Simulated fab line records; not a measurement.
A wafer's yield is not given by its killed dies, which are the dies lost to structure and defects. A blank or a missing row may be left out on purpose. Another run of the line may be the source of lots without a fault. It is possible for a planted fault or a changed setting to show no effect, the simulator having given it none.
fab line records	flow sky130
record: lots: 6	wafers: 18	lastDay: 49
route steps=708 shown METAL1@446 VIA1@458 PAD_OPEN@708
lots that met no fault: taken from a fault-free run of the same line
startH: hours from the record's opening day to when the first of the lot's shown wafers began	waitH: time in hours since the lot's previous step	" the same as in the row above	L1.1+2: one row covering several wafers at once	- value missing, or start not given	* or withheld: withheld	< > ~ a bound
route shown NAME@n: NAME is a module with steps in the file, n the number in the route of the first one	usual: average and standard deviation across the fault-free wafers	same: alike in all rows	chamber/n: place in a boat	sites: the reading at each site	_std_site: their standard deviation	_edge_site: the outer-site mean with the inner-site mean subtracted	radiusMm: for every site, how far away it sits from the centre of the wafer	mask NAME#n: copy n	behind: tool/chamber where the wafer was last shaped	hold: reason for holding the lot/hours on hold/outcome of the hold	device: the transistor (n, p or np) that didn't switch	end of line: the same wafers' tests at the end of the route	where a step has no rows: the recipe by itself	killed: at the first sort, the dies lost to defects and structure; wafer yield is something else	map: per-die view of a wafer (x killed, . not killed, _ where there is no die)
set.NAME: the run value of the setting; set.NAME@STEP: its run value at that earlier step	model.NAME: the simulator's own value behind a step, which no gauge read
lots seen at some steps along the route; tables by step, rows by wafer
services: a tool's chamber out of use, with start hour (startH, from the record's first day; less than 0 if before it), hours out, and reason
== steps ==
step: SKY_METAL1_EXPOSE_12
recipe: maskId: MM1	na: 0.8	sourceShape: annular	sigmaInner: 0.55	sigmaOuter: 0.85	targetCdNm: 140	doseMj: 28
step: SKY_METAL1_PEB_13
recipe: pebTempC: withheld	pebTimeS: withheld	resist: KrF-thick
step: SKY_METAL1_DEVELOP_14
recipe: developTimeS: 60	resist: KrF-thick	devTempC: 21
step: SKY_METAL1_CD_MEAS_15
recipe: targetCdNm: 140
usual: cdNm: 140.2/1.3
lot.wafer	tool	chamber	startH	waitH	cdNm
L433.2	cdSem-01	-	841.82	-	140.8
L433.4	"	-	"	"	140.8
L433.6	"	-	"	"	138.4
L435.1	cdSem-01	-	855.09	-	140.2
L435.5	"	-	"	"	141.0
L435.6	"	-	"	"	139.4
L437.1	cdSem-01	-	884.15	-	140.2
L437.2	"	-	"	"	140.5
L437.4	"	-	"	"	141.0
L438.1	cdSem-01	-	884.50	-	141.0
L438.2	"	-	"	"	140.8
L438.4	"	-	"	"	140.5
L442.1	cdSem-01	-	885.10	-	139.4
L442.2	"	-	"	"	139.7
L442.4	"	-	"	"	140.6
L439.3	cdSem-01	-	888.26	-	143.1
L439.4	"	-	"	"	142.7
L439.5	"	-	"	"	142.1
step: SKY_METAL1_OVL_MEAS_16
usual: METAL1_OVL: 4/5.6
lot.wafer	tool	chamber	startH	waitH	METAL1_OVL[nm]
L433.2	overlay-01	-	841.93	0.1	6
L433.4	"	-	"	"	6
L433.6	"	-	"	"	9
L435.1	overlay-02	-	855.21	0.1	0
L435.5	"	-	"	"	3
L435.6	"	-	"	"	-3
L437.1	overlay-02	-	884.27	0.1	1
L437.2	"	-	"	"	5
L437.4	"	-	"	"	7
L438.1	overlay-01	-	884.62	0.1	0
L438.2	"	-	"	"	-1
L438.4	"	-	"	"	3
L442.1	overlay-02	-	885.22	0.1	2
L442.2	"	-	"	"	1
L442.4	"	-	"	"	1
L439.3	overlay-02	-	888.35	0.1	10
L439.4	"	-	"	"	6
L439.5	"	-	"	"	5
step: SKY_METAL1_DESCUM_17
recipe: chemistry: O2	sourcePowerW: 150	biasPowerW: 0	pressureMtorr: 10	tempC: 40	timeS: 8
usual: drypumpMotorCurrentA: 6.00/0.2	oesProductAu: 0.994/0.0078
lot.wafer	tool	chamber	startH	waitH	drypumpMotorCurrentA	oesProductAu	rfHoursCounterH
L433.2	rieMetal-01	0	841.97	0.0	5.97	0.992	-
L433.4	"	0	"	"	5.95	0.993	-
L433.6	"	0	"	"	5.95	0.990	-
L435.1	rieMetal-03	0	855.25	0.0	5.81	0.988	1
L435.5	"	0	"	"	5.84	0.990	-
L435.6	"	0	"	"	5.83	1.000	-
L437.1	rieMetal-03	1	884.31	0.0	6.40	1.007	1
L437.2	"	0	"	"	5.85	0.991	1
L437.4	"	1	"	"	6.40	0.999	-
L438.1	rieMetal-04	1	884.66	0.0	5.77	0.995	3
L438.2	"	0	"	"	5.73	0.985	17
L438.4	"	0	"	"	5.73	0.988	-
L442.1	rieMetal-01	0	885.26	0.0	6.02	0.990	12
L442.2	"	0	"	"	6.01	0.995	-
L442.4	"	0	"	"	6.02	0.974	-
L439.3	rieMetal-01	0	888.39	0.0	5.99	0.994	-
L439.4	"	0	"	"	5.98	0.993	-
L439.5	"	0	"	"	5.97	0.984	-
step: SKY_METAL1_ETCH_18
recipe: chemistry: N2/H2	target: BARC	ionEnergyEv: 200	biasW: 100	pressureMtorr: 30	n2FlowSccm: 100	h2FlowSccm: 200	icpW: 500	stopOn: SiO2	timeS: 45.9	targetDepthA: 600
usual: drypumpMotorCurrentA: 6.01/0.21	n2FlowSccm: 99.97/0.28	oesProductAu: 0.854/0.0047	throttleValvePct: 13.224/0.0094
lot.wafer	tool	chamber	startH	waitH	drypumpMotorCurrentA	n2FlowSccm	oesProductAu	rfHoursCounterH	throttleValvePct
L433.2	rieMetal-01	0	842.04	0.1	5.97	99.94	0.859	-	13.221
L433.4	"	0	"	"	6.00	99.61	0.858	-	13.228
L433.6	"	0	"	"	6.01	99.89	0.851	-	13.218
L435.1	rieMetal-03	0	855.31	0.1	5.84	100.01	0.858	1	13.222
L435.5	"	0	"	"	5.85	100.10	0.855	-	13.225
L435.6	"	0	"	"	5.85	100.45	0.846	-	13.222
L437.1	rieMetal-03	1	884.34	0.0	6.41	99.70	0.858	1	13.235
L437.2	"	0	"	"	5.84	100.25	0.852	2	13.226
L437.4	"	1	"	"	6.38	99.70	0.864	-	13.235
L438.1	rieMetal-04	1	884.69	0.0	5.79	100.48	0.856	3	13.217
L438.2	"	0	"	"	5.74	99.74	0.852	17	13.223
L438.4	"	0	"	"	5.74	99.69	0.863	-	13.224
L442.1	rieMetal-01	0	885.32	0.1	6.00	100.17	0.853	12	13.225
L442.2	"	0	"	"	6.00	100.09	0.850	-	13.230
L442.4	"	0	"	"	6.00	100.50	0.844	-	13.224
L439.3	rieMetal-01	0	888.48	0.1	6.00	99.92	0.862	-	13.226
L439.4	"	0	"	"	6.02	99.89	0.858	-	13.230
L439.5	"	0	"	"	6.00	99.80	0.851	-	13.223
step: SKY_METAL1_METAL_ETCH_19
recipe: targetDepthA: 3600	stopOn: SiO2	overEtchFrac: 0.3	timeS: 78	chemistry: Cl2/BCl3	resistSidewallDeg: 88	pressureMtorr: 10	icpW: 900	biasW: 48.5	Cl2_flow_sccm: 60	bcl3FlowSccm: 30
usual: drypumpMotorCurrentA: 6.00/0.21	oesProductAu: 0.855/0.0054	throttleValvePct: 22.265/0.0082
lot.wafer	tool	chamber	startH	waitH	drypumpMotorCurrentA	oesProductAu	rfHoursCounterH	throttleValvePct
L433.2	rieMetal-01	0	842.18	0.1	5.97	0.857	-	22.270
L433.4	"	0	"	"	5.98	0.854	-	22.260
L433.6	"	0	"	"	5.98	0.849	-	22.276
L435.1	rieMetal-03	0	855.44	0.1	5.84	0.858	1	22.271
L435.5	"	0	"	"	5.85	0.865	-	22.264
L435.6	"	0	"	"	5.82	0.852	-	22.262
L437.1	rieMetal-03	1	884.40	0.0	6.37	0.854	1	22.258
L437.2	"	0	"	"	5.83	0.848	2	22.265
L437.4	"	1	"	"	6.40	0.854	-	22.267
L438.1	rieMetal-04	1	884.75	0.0	5.77	0.854	3	22.260
L438.2	"	0	"	"	5.74	0.858	17	22.264
L438.4	"	0	"	"	5.72	0.856	-	22.268
L442.1	rieMetal-01	0	885.45	0.1	5.98	0.868	12	22.271
L442.2	"	0	"	"	5.98	0.864	-	22.263
L442.4	"	0	"	"	5.97	0.868	-	22.255
L439.3	rieMetal-01	0	888.62	0.1	5.97	0.854	-	22.266
L439.4	"	0	"	"	6.02	0.853	-	22.275
L439.5	"	0	"	"	5.99	0.853	-	22.262
step: SKY_METAL1_STRIP_20
recipe: chemistry: O2/N2	powerW: 1400	pressureMtorr: 1500	platenTempC: withheld	o2FlowSccm: 3000	n2FlowSccm: 300	overashFraction: 0.5
usual: drypumpMotorCurrentA: 5.6/0.52	n2FlowSccm: 299.9/0.97	oesProductAu: 0.344/0.0047	stripTimeToEndpointS: 2.72/0.035
lot.wafer	tool	chamber	startH	waitH	drypumpMotorCurrentA	n2FlowSccm	oesProductAu	rfHoursCounterH	stripTimeToEndpointS
L433.2	plasmaAsher-01	0	842.33	0.1	5.3	299.2	0.342	40	2.74
L433.4	"	1	"	"	6.3	299.6	0.343	-	2.75
L433.6	"	0	"	"	5.3	299.1	0.356	-	2.75
L435.1	plasmaAsher-01	0	855.62	0.1	5.3	299.5	0.339	42	2.70
L435.5	"	0	"	"	5.3	299.6	0.348	-	2.68
L435.6	"	1	"	"	6.2	301.0	0.345	-	2.72
L437.1	plasmaAsher-02	0	884.49	0.1	4.7	299.4	0.333	71	2.67
L437.2	"	1	"	"	5.9	300.7	0.341	71	2.74
L437.4	"	0	"	"	4.7	301.5	0.347	-	2.67
L438.1	plasmaAsher-01	1	884.84	0.1	6.2	299.2	0.347	45	2.76
L438.2	"	0	"	"	5.3	300.7	0.345	45	2.82
L438.4	"	0	"	"	5.3	300.3	0.350	-	2.81
L442.1	plasmaAsher-02	1	885.63	0.1	5.9	300.8	0.349	71	2.73
L442.2	"	0	"	"	4.8	298.2	0.339	71	2.71
L442.4	"	1	"	"	5.9	299.6	0.342	-	2.74
L439.3	plasmaAsher-04	1	888.78	0.1	6.0	299.9	0.342	-	2.72
L439.4	"	0	"	"	5.2	300.3	0.344	-	2.75
L439.5	"	0	"	"	5.2	300.5	0.339	-	2.75
step: SKY_METAL1_STRIP_21
recipe: chemistry: postEtchResidueRemover	timeS: 1200	tempC: 72.5
step: SKY_METAL1_CLEAN_22
recipe: chemistry: IPA	timeS: 180	tempC: 25
step: SKY_METAL1_CLEAN_23
recipe: chemistry: O3/DIW	dry: n2Spin
step: SKY_VIA1_HDPCVD_00
recipe: material: SiO2	targetThkNm: 1030	sigmaOpenFrac: 0.3	timeS: 171.7	tempC: 400	sih4FlowSccm: 60	pressureMtorr: 6
usual: runLengthS: 199.5/0.69
lot.wafer	tool	chamber	startH	waitH	runLengthS	model.SiO2_of_VIA1_HDPCVD_00.thkNm
L433.2	hdpcvd-02	1	842.92	0.0	199.7	1038
L433.4	"	0	"	"	199.2	1051
L433.6	"	1	"	"	199.3	1035
L435.1	hdpcvd-02	2	856.23	0.0	201.1	1019
L435.5	"	1	"	"	199.3	1008
L435.6	"	0	"	"	199.1	1027
L437.1	hdpcvd-01	0	885.12	0.0	198.6	1020
L437.2	"	1	"	"	199.7	1029
L437.4	"	1	"	"	199.6	1028
L438.1	hdpcvd-02	0	885.47	0.0	157.5	782.7
L438.2	"	2	"	"	159.1	778
L438.4	"	0	"	"	158.2	785.7
L442.1	hdpcvd-02	1	886.27	0.0	157.9	781
L442.2	"	0	"	"	158.0	774.7
L442.4	"	1	"	"	157.9	782.7
L439.3	hdpcvd-01	2	889.35	0.0	199.0	1038
L439.4	"	0	"	"	198.7	1030
L439.5	"	2	"	"	199.3	1026
step: SKY_VIA1_THK_MEAS_01
recipe: reads: SiO2_of_VIA1_HDPCVD_00
usual: VIA1_HDPCVD_THK: 1026/11
lot.wafer	tool	chamber	startH	waitH	VIA1_HDPCVD_THK[nm]
L433.2	filmMetro-03	-	843.04	0.1	1038
L433.4	"	-	"	"	1051
L433.6	"	-	"	"	1036
L435.1	filmMetro-02	-	856.34	0.1	1019
L435.5	"	-	"	"	1007
L435.6	"	-	"	"	1027
L437.1	filmMetro-03	-	885.24	0.1	1021
L437.2	"	-	"	"	1029
L437.4	"	-	"	"	1028
L438.1	filmMetro-02	-	885.59	0.1	783
L438.2	"	-	"	"	777
L438.4	"	-	"	"	786
L442.1	filmMetro-03	-	886.38	0.1	781
L442.2	"	-	"	"	774
L442.4	"	-	"	"	783
L439.3	filmMetro-02	-	889.48	0.1	1039
L439.4	"	-	"	"	1030
L439.5	"	-	"	"	1026
step: SKY_VIA1_CMP_02
recipe: material: SiO2	downForcePsi: 4	platenRpm: 60	padVelocityMS: 0.94248
usual: motorCurrentA: 11.9/1.8
lot.wafer	tool	chamber	startH	waitH	motorCurrentA
L433.2	cmp-02	2	843.09	0.0	15.4
L433.4	"	0	"	"	11.4
L433.6	"	2	"	"	15.0
L435.1	cmp-02	2	856.55	0.2	13.5
L435.6	"	3	"	"	12.1
L435.5	"	0	"	"	11.6
L437.2	cmp-02	2	885.30	0.0	15.1
L437.1	"	3	"	"	11.5
L437.4	"	0	"	"	12.1
L438.4	cmp-01	1	885.70	0.1	12.5
L438.1	"	2	"	"	12.5
L438.2	"	3	"	"	10.7
L442.2	cmp-01	1	886.44	0.0	12.6
L442.1	"	2	"	"	12.3
L442.4	"	0	"	"	9.0
L439.4	cmp-02	1	889.57	0.1	10.9
L439.3	"	3	"	"	12.3
L439.5	"	0	"	"	11.8
step: SKY_PAD_OPEN_PROBE_99
usual: defectLimitedYield: 82.3/1.8	killed_at_M0_to_M3: 44/6.9	killed_at_M4_up: 3.3/1.7	killedAtContacts: 24/5.5	killedAtFrontEnd: 16/4.5	killedAtOther: 0.2/0.46	killedDies: 87/9.1	killedOpen: 48/7.3	killedShort: 39/6.2	sort_bin_3_pad_short: 0.9/0.4	sort_bin_5_function: 10.4/1.5	sort_bin_6_memory: 6.4/1.2	sortNPass: 405/9.1	sortYieldPct: 82.3/1.8
same: grossDies: 492	killedAtBackSide: 0	sort_bin_4_leakage[%]: 0	sort_bin_8_speed[%]: 0
lot.wafer	tool	chamber	startH	waitH	defectLimitedYield[%]	killed_at_M0_to_M3	killed_at_M4_up	killedAtContacts	killedAtFrontEnd	killedAtOther	killedDies	killedOpen	killedShort	sort_bin_3_pad_short[%]	sort_bin_5_function[%]	sort_bin_6_memory[%]	sortNPass	sortYieldPct[%]
L437.1	prober-02	-	1165.02	0.1	82.3	48	4	16	19	0	87	43	44	0.8	9.8	7.1	405	82.3
L437.2	prober-02	-	1165.07	0.1	82.1	50	7	16	15	0	88	39	49	1.8	8.1	7.9	404	82.1
L437.4	prober-02	-	1165.17	0.2	83.9	41	3	22	13	0	79	43	36	0.8	8.3	6.9	413	83.9
killed by level:class
L437.1 VIA1:geometricParticle:open=8 POLY_GATE:geometricParticle:short=7 METAL2:geometricParticle:short=7 VIA3:geometricParticle:open=7 CONTACT:geometricParticle:open=5 METAL1:geometricParticle:short=5 VIA3:geometricParticle:short=5 POLY_GATE:geometricParticle:open=4
L437.2 VIA1:geometricParticle:short=9 METAL2:geometricParticle:short=8 VIA1:geometricParticle:open=7 VIA2:geometricParticle:open=6 LI_CONTACT:geometricParticle:open=5 METAL4:geometricParticle:short=5 VIA3:geometricParticle:short=5 FIELD_ISO:geometricParticle:open=4
L437.4 LI_CONTACT:geometricParticle:open=10 VIA1:geometricParticle:open=8 VIA3:geometricParticle:open=8 VIA2:geometricParticle:open=6 METAL1:geometricParticle:short=5 FIELD_ISO:geometricParticle:short=4 POLY_GATE:geometricParticle:short=4 VIA2:geometricParticle:short=4
== services ==
tool	chamber	startH	hours	kind
plasmaAsher-02	-	818.87	38.9	pm
rieMetal-03	0	822.58	-	clean
rieMetal-03	0	822.58	19.0	scheduledDown
rieMetal-03	0	822.58	19.0	ventCycle
cmp-02	-	829.58	0.8	repair
hdpcvd-01	-	831.59	0.2	repair
cmp-01	-	837.63	7.8	pm
rieMetal-01	1	838.27	71.5	repair
rieMetal-03	1	853.60	-	clean
rieMetal-03	1	853.60	16.2	scheduledDown
rieMetal-03	1	853.60	16.2	ventCycle
plasmaAsher-02	-	864.68	1.4	repair
cmp-01	-	874.58	1.3	repair
plasmaAsher-04	-	883.22	0.8	repair
== key ==
firstSign: step: SKY_VIA1_HDPCVD_00	reading: runLengthS	direction: down	sigmas: 60	usual: *	struck: *
effect: step: SKY_VIA1_THK_MEAS_01	reading: VIA1_HDPCVD_THK	direction: down	sigmas: 22	usual: 1026	struck: 781
modelEffect: step: SKY_VIA1_HDPCVD_00	value: SiO2_of_VIA1_HDPCVD_00.thkNm	without: 1030	struck: 780.8
metAt SKY_VIA1_HDPCVD_00
struckWafers L438.1,L438.2,L438.4,L442.1,L442.2,L442.4
onsetBetween 856.23 885.47
fault: kind: processParameterDrift	tool: hdpcvd-02	chamber: -	onsetH: 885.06	steps: SKY_VIA1_HDPCVD_00	channel: timeS	offset: *	shape: step	endH: 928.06	actsIn: *	stated: *
